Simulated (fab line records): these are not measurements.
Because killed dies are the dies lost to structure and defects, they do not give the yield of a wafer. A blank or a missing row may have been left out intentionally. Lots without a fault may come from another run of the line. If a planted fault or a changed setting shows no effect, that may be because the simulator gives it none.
Which tool did it? / flow gf180mcu / Sampling: 11 lots, 33 wafers, 6 of 602 route steps

WHAT EACH GAUGE READ, for each wafer
GF_M3_RS_MEAS_05: the measuring method here is four-point-probe. Usual: for M3_ALCU_RS the level is 0.0699 ohm/sq and the standard deviation is 0.00072.
lot=L738; measured=day 21 01:07; on=film_metro-02; M3_ALCU_RS (ohm/sq)=0.0690 0.0695 0.0691; flag=
lot=L739; measured=day 21 17:25; on=film_metro-02; M3_ALCU_RS (ohm/sq)=0.0699 0.0700 0.0700; flag=
lot=L740; measured=day 21 17:46; on=film_metro-01; M3_ALCU_RS (ohm/sq)=0.0699 0.0696 0.0690; flag=
lot=L741; measured=day 22 11:47; on=film_metro-03; M3_ALCU_RS (ohm/sq)=0.0691 0.0703 0.0693; flag=
lot=L743; measured=day 22 22:44; on=film_metro-02; M3_ALCU_RS (ohm/sq)=0.0651 0.0702 0.0702; flag=
lot=L745; measured=day 23 14:20; on=film_metro-02; M3_ALCU_RS (ohm/sq)=0.0708 0.0699 0.0657; flag=
lot=L746; measured=day 23 17:46; on=film_metro-03; M3_ALCU_RS (ohm/sq)=0.0694 0.0700 0.0701; flag=
lot=L753; measured=day 26 00:12; on=film_metro-01; M3_ALCU_RS (ohm/sq)=0.0693 0.0694 0.0696; flag=
lot=L754; measured=day 26 07:56; on=film_metro-03; M3_ALCU_RS (ohm/sq)=0.0688 0.0694 0.0701; flag=
lot=L759; measured=day 27 16:37; on=film_metro-02; M3_ALCU_RS (ohm/sq)=0.0702 0.0693 0.0702; flag=
lot=L760; measured=day 28 01:16; on=film_metro-03; M3_ALCU_RS (ohm/sq)=0.0705 0.0707 0.0707; flag=

GF_M3_THK_MEAS_06: measures by xrf. Usual: for M3_ALCU_THK the level is 449 nm and the standard deviation is 4.7.
lot=L738; measured=day 21 01:14; on=film_metro-02; M3_ALCU_THK (nm)=452 451 455; flag=
lot=L739; measured=day 21 17:32; on=film_metro-02; M3_ALCU_THK (nm)=449 450 448; flag=
lot=L740; measured=day 21 17:53; on=film_metro-01; M3_ALCU_THK (nm)=444 448 449; flag=
lot=L741; measured=day 22 11:54; on=film_metro-03; M3_ALCU_THK (nm)=453 448 453; flag=
lot=L743; measured=day 22 22:52; on=film_metro-02; M3_ALCU_THK (nm)=483 449 452; flag=
lot=L745; measured=day 23 14:26; on=film_metro-02; M3_ALCU_THK (nm)=438 447 474; flag=
lot=L746; measured=day 23 17:53; on=film_metro-03; M3_ALCU_THK (nm)=455 451 447; flag=
lot=L753; measured=day 26 00:18; on=film_metro-01; M3_ALCU_THK (nm)=450 448 450; flag=
lot=L754; measured=day 26 08:03; on=film_metro-03; M3_ALCU_THK (nm)=455 449 449; flag=
lot=L759; measured=day 27 16:43; on=film_metro-02; M3_ALCU_THK (nm)=446 451 445; flag=
lot=L760; measured=day 28 01:23; on=film_metro-03; M3_ALCU_THK (nm)=449 445 444; flag=

TOOL THAT RAN EACH LOT (tool first, then ch and the chambers of the sampled wafers, then the start)
lot=L738; GF_V2_ETCH_16=rie_diel-04 ch 0,1, day 20 23:31; GF_V2_STRIP_18=plasma_asher-01 ch 0,1, day 20 23:39; GF_V2_SPUTTER_22=pvd_sputter-02, day 21 00:15; GF_M3_SPUTTER_02=pvd_sputter-04, day 21 01:01
lot=L739; GF_V2_ETCH_16=rie_diel-01 ch 1,2, day 21 15:50; GF_V2_STRIP_18=plasma_asher-01 ch 0,1, day 21 15:58; GF_V2_SPUTTER_22=pvd_sputter-04, day 21 16:34; GF_M3_SPUTTER_02=pvd_sputter-03, day 21 17:19
lot=L740; GF_V2_ETCH_16=rie_diel-04 ch 0,1,2, day 21 16:11; GF_V2_STRIP_18=plasma_asher-02 ch 0,1, day 21 16:19; GF_V2_SPUTTER_22=pvd_sputter-02, day 21 16:55; GF_M3_SPUTTER_02=pvd_sputter-04, day 21 17:41
lot=L741; GF_V2_ETCH_16=rie_diel-04 ch 0,1,2, day 22 10:08; GF_V2_STRIP_18=plasma_asher-02 ch 0,1, day 22 10:16; GF_V2_SPUTTER_22=pvd_sputter-02, day 22 10:54; GF_M3_SPUTTER_02=pvd_sputter-04, day 22 11:41
lot=L743; GF_V2_ETCH_16=rie_diel-03 ch 0,1, day 22 21:10; GF_V2_STRIP_18=plasma_asher-04 ch 0,1, day 22 21:17; GF_V2_SPUTTER_22=pvd_sputter-01, day 22 21:53; GF_M3_SPUTTER_02=pvd_sputter-04, day 22 22:39
lot=L745; GF_V2_ETCH_16=rie_diel-04 ch 1,2, day 23 12:43; GF_V2_STRIP_18=plasma_asher-02 ch 0,1, day 23 12:52; GF_V2_SPUTTER_22=pvd_sputter-02, day 23 13:26; GF_M3_SPUTTER_02=pvd_sputter-04, day 23 14:12
lot=L746; GF_V2_ETCH_16=rie_diel-01 ch 0,2, day 23 16:08; GF_V2_STRIP_18=plasma_asher-01 ch 0,1, day 23 16:16; GF_V2_SPUTTER_22=pvd_sputter-04, day 23 16:52; GF_M3_SPUTTER_02=pvd_sputter-01, day 23 17:40
lot=L753; GF_V2_ETCH_16=rie_diel-01 ch 0,1,3, day 25 22:34; GF_V2_STRIP_18=plasma_asher-01 ch 0,1, day 25 22:44; GF_V2_SPUTTER_22=pvd_sputter-02, day 25 23:18; GF_M3_SPUTTER_02=pvd_sputter-03, day 26 00:04
lot=L754; GF_V2_ETCH_16=rie_diel-03 ch 1,2,3, day 26 06:19; GF_V2_STRIP_18=plasma_asher-01 ch 0,1, day 26 06:27; GF_V2_SPUTTER_22=pvd_sputter-01, day 26 07:04; GF_M3_SPUTTER_02=pvd_sputter-04, day 26 07:50
lot=L759; GF_V2_ETCH_16=rie_diel-03 ch 0,1, day 27 14:40; GF_V2_STRIP_18=plasma_asher-04 ch 0,1, day 27 14:50; GF_V2_SPUTTER_22=pvd_sputter-04, day 27 15:44; GF_M3_SPUTTER_02=pvd_sputter-01, day 27 16:29
lot=L760; GF_V2_ETCH_16=rie_diel-01 ch 0,2,3, day 27 23:40; GF_V2_STRIP_18=plasma_asher-04 ch 0,1, day 27 23:47; GF_V2_SPUTTER_22=pvd_sputter-04, day 28 00:25; GF_M3_SPUTTER_02=pvd_sputter-03, day 28 01:11
- GF_V2_ETCH_16: etches BARC in N2/H2.
- GF_V2_STRIP_18: strips in O2/N2.
- GF_V2_SPUTTER_22: material TiN, target thk 10 nm, time 40 s.
- GF_M3_SPUTTER_02: material AlCu, target thk 450 nm, time 23.9 s.

WHAT THE TOOLS THEMSELVES READ (means of the sampled wafers that have a number; where no wafer has one, the mark that the record gives instead)
GF_V2_ETCH_16. Usual: drypump_motor_current_A 5.9 A, standard deviation 0.35; h2_flow_sccm 200.1 sccm, standard deviation 0.58; oes_product_au 0.856 a.u., standard deviation 0.0053; throttle_valve_pct 13.224 %, standard deviation 0.0087.
lot=L738; tool=rie_diel-04; drypump_motor_current_A (A)=6.1; h2_flow_sccm (sccm)=200.1; oes_product_au (a.u.)=0.856; throttle_valve_pct (%)=13.224; flag=
lot=L739; tool=rie_diel-01; drypump_motor_current_A (A)=5.5; h2_flow_sccm (sccm)=200.3; oes_product_au (a.u.)=0.854; throttle_valve_pct (%)=13.233; flag=
lot=L740; tool=rie_diel-04; drypump_motor_current_A (A)=5.9; h2_flow_sccm (sccm)=200.2; oes_product_au (a.u.)=0.859; throttle_valve_pct (%)=13.215; flag=
lot=L741; tool=rie_diel-04; drypump_motor_current_A (A)=5.8; h2_flow_sccm (sccm)=199.9; oes_product_au (a.u.)=0.860; throttle_valve_pct (%)=13.229; flag=
lot=L743; tool=rie_diel-03; drypump_motor_current_A (A)=5.5; h2_flow_sccm (sccm)=200.3; oes_product_au (a.u.)=0.851; throttle_valve_pct (%)=13.230; flag=
lot=L745; tool=rie_diel-04; drypump_motor_current_A (A)=5.7; h2_flow_sccm (sccm)=200.8; oes_product_au (a.u.)=0.850; throttle_valve_pct (%)=13.224; flag=
lot=L746; tool=rie_diel-01; drypump_motor_current_A (A)=5.5; h2_flow_sccm (sccm)=200.2; oes_product_au (a.u.)=0.854; throttle_valve_pct (%)=13.223; flag=
lot=L753; tool=rie_diel-01; drypump_motor_current_A (A)=5.9; h2_flow_sccm (sccm)=199.9; oes_product_au (a.u.)=0.858; throttle_valve_pct (%)=13.220; flag=
lot=L754; tool=rie_diel-03; drypump_motor_current_A (A)=6.0; h2_flow_sccm (sccm)=199.9; oes_product_au (a.u.)=0.855; throttle_valve_pct (%)=13.221; flag=
lot=L759; tool=rie_diel-03; drypump_motor_current_A (A)=5.4; h2_flow_sccm (sccm)=199.8; oes_product_au (a.u.)=0.854; throttle_valve_pct (%)=13.228; flag=
lot=L760; tool=rie_diel-01; drypump_motor_current_A (A)=5.8; h2_flow_sccm (sccm)=199.8; oes_product_au (a.u.)=0.853; throttle_valve_pct (%)=13.222; flag=

GF_V2_STRIP_18. Usual: drypump_motor_current_A 5.7 A, standard deviation 0.45; heater_power_w 314 W, standard deviation 31; oes_product_au 0.593 a.u., standard deviation 0.0044.
lot=L738; tool=plasma_asher-01; drypump_motor_current_A (A)=5.4; heater_power_w (W)=304; oes_product_au (a.u.)=0.596; flag=
lot=L739; tool=plasma_asher-01; drypump_motor_current_A (A)=5.3; heater_power_w (W)=329; oes_product_au (a.u.)=0.592; flag=
lot=L740; tool=plasma_asher-02; drypump_motor_current_A (A)=6.2; heater_power_w (W)=301; oes_product_au (a.u.)=0.592; flag=
lot=L741; tool=plasma_asher-02; drypump_motor_current_A (A)=6.2; heater_power_w (W)=299; oes_product_au (a.u.)=0.599; flag=
lot=L743; tool=plasma_asher-04; drypump_motor_current_A (A)=5.3; heater_power_w (W)=357; oes_product_au (a.u.)=0.593; flag=
lot=L745; tool=plasma_asher-02; drypump_motor_current_A (A)=6.2; heater_power_w (W)=302; oes_product_au (a.u.)=0.592; flag=
lot=L746; tool=plasma_asher-01; drypump_motor_current_A (A)=5.3; heater_power_w (W)=328; oes_product_au (a.u.)=0.595; flag=
lot=L753; tool=plasma_asher-01; drypump_motor_current_A (A)=5.4; heater_power_w (W)=309; oes_product_au (a.u.)=0.593; flag=
lot=L754; tool=plasma_asher-01; drypump_motor_current_A (A)=5.3; heater_power_w (W)=308; oes_product_au (a.u.)=0.588; flag=
lot=L759; tool=plasma_asher-04; drypump_motor_current_A (A)=5.3; heater_power_w (W)=349; oes_product_au (a.u.)=0.595; flag=
lot=L760; tool=plasma_asher-04; drypump_motor_current_A (A)=5.4; heater_power_w (W)=346; oes_product_au (a.u.)=0.586; flag=

GF_V2_SPUTTER_22. Usual: throttle_valve_pct 30.3 %, standard deviation 0.82.
lot=L738; tool=pvd_sputter-02; throttle_valve_pct (%)=30.9; flag=
lot=L739; tool=pvd_sputter-04; throttle_valve_pct (%)=30.0; flag=
lot=L740; tool=pvd_sputter-02; throttle_valve_pct (%)=30.5; flag=
lot=L741; tool=pvd_sputter-02; throttle_valve_pct (%)=30.2; flag=
lot=L743; tool=pvd_sputter-01; throttle_valve_pct (%)=29.4; flag=
lot=L745; tool=pvd_sputter-02; throttle_valve_pct (%)=30.4; flag=
lot=L746; tool=pvd_sputter-04; throttle_valve_pct (%)=30.1; flag=
lot=L753; tool=pvd_sputter-02; throttle_valve_pct (%)=30.9; flag=
lot=L754; tool=pvd_sputter-01; throttle_valve_pct (%)=29.1; flag=
lot=L759; tool=pvd_sputter-04; throttle_valve_pct (%)=30.1; flag=
lot=L760; tool=pvd_sputter-04; throttle_valve_pct (%)=30.1; flag=

GF_M3_SPUTTER_02. Usual: throttle_valve_pct 30.0 %, standard deviation 1.1.
lot=L738; tool=pvd_sputter-04; throttle_valve_pct (%)=30.4; flag=
lot=L739; tool=pvd_sputter-03; throttle_valve_pct (%)=30.3; flag=
lot=L740; tool=pvd_sputter-04; throttle_valve_pct (%)=30.5; flag=
lot=L741; tool=pvd_sputter-04; throttle_valve_pct (%)=30.1; flag=
lot=L743; tool=pvd_sputter-04; throttle_valve_pct (%)=30.2; flag=
lot=L745; tool=pvd_sputter-04; throttle_valve_pct (%)=30.3; flag=
lot=L746; tool=pvd_sputter-01; throttle_valve_pct (%)=28.8; flag=
lot=L753; tool=pvd_sputter-03; throttle_valve_pct (%)=30.7; flag=
lot=L754; tool=pvd_sputter-04; throttle_valve_pct (%)=30.7; flag=
lot=L759; tool=pvd_sputter-01; throttle_valve_pct (%)=29.0; flag=
lot=L760; tool=pvd_sputter-03; throttle_valve_pct (%)=30.8; flag=

THE ANSWER, worked out from the rows above alone
Rule: a lot counts as off when the mean over its wafers that have a number is more than 3 standard deviations away from the usual mean. Also off: a lot with no number at a reading for which 4 or more lots have one. Any other lot the step has rows for is counted as sound. The gauges are gone through in route order, then the tools' own readings, and for those a lot's mean is taken as printed above. At the first step where some lot is off, the reading lying furthest off is the one used; lots without a number count as furthest.
No lot is off at any reading shown: from this, nothing can be told.

WHAT THE SIMULATOR HAD PUT IN
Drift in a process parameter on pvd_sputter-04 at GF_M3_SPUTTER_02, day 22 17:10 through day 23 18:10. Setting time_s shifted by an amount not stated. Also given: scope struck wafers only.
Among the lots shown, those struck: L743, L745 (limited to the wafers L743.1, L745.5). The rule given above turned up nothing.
